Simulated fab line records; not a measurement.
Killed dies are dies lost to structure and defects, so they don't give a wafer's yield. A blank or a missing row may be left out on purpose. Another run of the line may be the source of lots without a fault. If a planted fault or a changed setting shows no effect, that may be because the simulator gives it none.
A struck lot beside a sound one / flow sky130 / 38 out of 708 route steps
Sound: these wafers, L516.1, L516.2, L516.4. Struck: wafer L512.5. (L512.3, L512.6 of the same lot were not struck and are left out.) The cause comes at the end.
At each step with rows: each side's tool, then ch and its chambers, then its first start. Under that, the readings that differ: sound wafers / struck wafers / difference of the means / sigmas: that difference in standard deviations of wafers without a fault.
alike: same words and numbers on both sides, and readings whose means sit less than 2 such deviations apart. not compared: any withheld reading, any reading some wafer has no value for, any bound like >300 that may hide the same value, and any number with overlapping values for which the record gives no deviation.
Wherever a step has rows on one side only, a row that says differs or no value, or a row with sigmas, the two part there. Non-overlapping numbers with no deviation appear without sigmas and do not part them. A reading missing from all wafers of one side parts the sides only when that side holds two or more wafers.

first, 9 steps without rows for these wafers: SKY_VIA2_SPUTTER_20 (material TiN, target thk 20 nm, time 80 s); SKY_VIA2_CVD_21 (deposits W, target thk 420 nm, time 126.4 s); SKY_VIA2_CMP_24 (polishes, stops on SiO2, t overpolish 20 s, target thk 0 nm); SKY_METAL3_SPUTTER_00 (material Ti, target thk 15 nm, time 10 s); SKY_METAL3_SPUTTER_01 (material TiN, target thk 20 nm, time 16.7 s); SKY_METAL3_SPUTTER_02 (material AlCu, target thk 735 nm, time 39.1 s); SKY_METAL3_SPUTTER_03 (material Ti, target thk 5 nm, time 3.446 s); SKY_METAL3_SPUTTER_04 (material TiN, target thk 70 nm, time 58.3 s); SKY_CAPM_CVD_00 (deposits SiO2, target thk 15.5 nm).
SKY_CAPM_SPUTTER_02: material TiN, target thk 200 nm, time 166.7 s.
  sound on pvd sputter-02, day 42 13:41; struck on pvd sputter-04, day 42 09:02
reading=model.TiN_of_CAPM_SPUTTER_02.thk nm (nm); sound=199.7 197.6 198.9; struck=232.5; difference=+33.8; sigmas=
  alike: cathode dc power W, throttle valve pct
SKY_CAPM_RS_MEAS_03: measures by four-point-probe.
  sound on film metro-03, day 42 13:48; struck on film metro-04, day 42 09:11
reading=CAPM_TIN_RS (ohm/sq); sound=6.92 7.01 6.94; struck=5.93; difference=-1.03; sigmas=-20
SKY_CAPM_THK_MEAS_04: measures by xrf.
  sound on film metro-03, day 42 13:55; struck on film metro-04, day 42 09:17
reading=CAPM_TIN_THK (nm); sound=201.9 199.3 200.8; struck=237.7; difference=+37.0; sigmas=+18
then, 7 steps without rows for these wafers: SKY_CAPM_DEHYDRATE_05 (time 60 s); SKY_CAPM_HMDS_06 (prime time 60 s); SKY_CAPM_COAT_07 (resist thk 1140 nm); SKY_CAPM_SOFTBAKE_08 (time 60 s); SKY_CAPM_EXPOSE_09 (exposes mask CAPM, target cd 1000 nm); SKY_CAPM_PEB_10; SKY_CAPM_DEVELOP_11 (develop time 60 s).
SKY_CAPM_METAL_ETCH_13: etches TiN in Cl2/BCl3, stops on SiO2, target depth 220 nm, time 62.9 s.
  sound on rie metal-01 ch 0,1, day 43 12:03; struck on rie metal-02 ch 0, day 43 07:46
reading=oes product au (a.u.); sound=0.941 0.930 0.943; struck=1.000; difference=+0.062; sigmas=+10
reading=throttle valve pct (%); sound=21.894 21.904 21.905; struck=21.852; difference=-0.049; sigmas=-5
  alike: bias w, drypump motor current A
  not compared: rf hours counter h
then, 16 steps without rows for these wafers: SKY_CAPM_STRIP_14 (strips in O2/N2); SKY_CAPM_STRIP_15 (strips in post etch residue remover, time 1200 s); SKY_CAPM_CLEAN_16 (cleans in IPA, time 180 s); SKY_CAPM_CLEAN_17 (cleans in O3/DIW); SKY_METAL3_DEHYDRATE_05 (time 60 s); SKY_METAL3_HMDS_06 (prime time 60 s); SKY_METAL3_COAT_07 (resist thk 60 nm); SKY_METAL3_COAT_08 (resist thk 1140 nm); SKY_METAL3_SOFTBAKE_09 (time 90 s); SKY_METAL3_EXPOSE_10 (exposes mask MM3, target cd 300 nm); SKY_METAL3_PEB_11; SKY_METAL3_DEVELOP_12 (develop time 60 s); SKY_METAL3_DESCUM_15 (chemistry O2, time 8 s); SKY_METAL3_ETCH_16 (etches BARC in N2/H2, stops on SiO2, time 88.2 s, target depth 60 nm); SKY_METAL3_ETCH_17 (etches SiO2 in C4F8/O2/Ar, stops on TiN, time 3.9 s, target depth 15 nm); SKY_METAL3_METAL_ETCH_18 (etches the open film in Cl2/BCl3, stops on SiO2, target depth 845 nm, time 183.1 s).
SKY_METAL3_STRIP_20: strips in post etch residue remover, time 1200 s.
  sound on wet bench-04 ch 3, day 44 11:26; struck on wet bench-02 ch 2, day 44 07:59
reading=model.TiN_of_CAPM_SPUTTER_02.thk nm (nm); sound=198.9 196.8 198.1; struck=231.7; difference=+33.8; sigmas=
  alike: temp c
-- the record jumps here: 6 days lie between the struck wafers' starts before and after (it left off in module METAL3 and takes up again in module PAD_OPEN, whose first step shown is number 708 of the route) --
SKY_PAD_OPEN_PROBE_99:
  sound on prober-01, day 50 15:24; struck on prober-02, day 50 13:26
reading=model.etest.tester.sort n pass; sound=404 409 410; struck=0; difference=-408; sigmas=
reading=model.etest.met3.line ohm um; sound=0.1427 0.1428 0.1452; struck=301.7; difference=+301.6; sigmas=
reading=model.etest.via3 chain.rc ohm; sound=9.915 10.11 10.14; struck=232.4; difference=+222.3; sigmas=
reading=model.etest.met3.rs ohm sq; sound=0.04316 0.04278 0.04335; struck=89.69; difference=+89.65; sigmas=
reading=model.etest.tester.sort yield pct (%); sound=82.11 83.13 83.33; struck=0; difference=-83; sigmas=
reading=model.etest.tester.sort_bin_4_pct (%); sound=0 0 0; struck=81.53; difference=+81.53; sigmas=
reading=model.etest.met3.rs ohm sq rim less centre; sound=8.296e-05 -3.203e-05 -0.0009881; struck=-18.56; difference=-18.56; sigmas=
reading=model.etest.cap ono.under floor; sound=0 0 0; struck=1; difference=+1; sigmas=
  alike: defect limited yield, killed_at_M0_to_M3, killed_at_M4_up, killed at contacts, killed at front end, killed at other, killed dies, killed open, killed short

## WHERE THEY PART
Earliest at SKY_CAPM_RS_MEAS_03; latest, in this record, at SKY_CAPM_METAL_ETCH_13. Later steps at which nothing parts them and some readings are alike: SKY_METAL3_STRIP_20, SKY_PAD_OPEN_PROBE_99.

WHY: what had been put in by the simulator
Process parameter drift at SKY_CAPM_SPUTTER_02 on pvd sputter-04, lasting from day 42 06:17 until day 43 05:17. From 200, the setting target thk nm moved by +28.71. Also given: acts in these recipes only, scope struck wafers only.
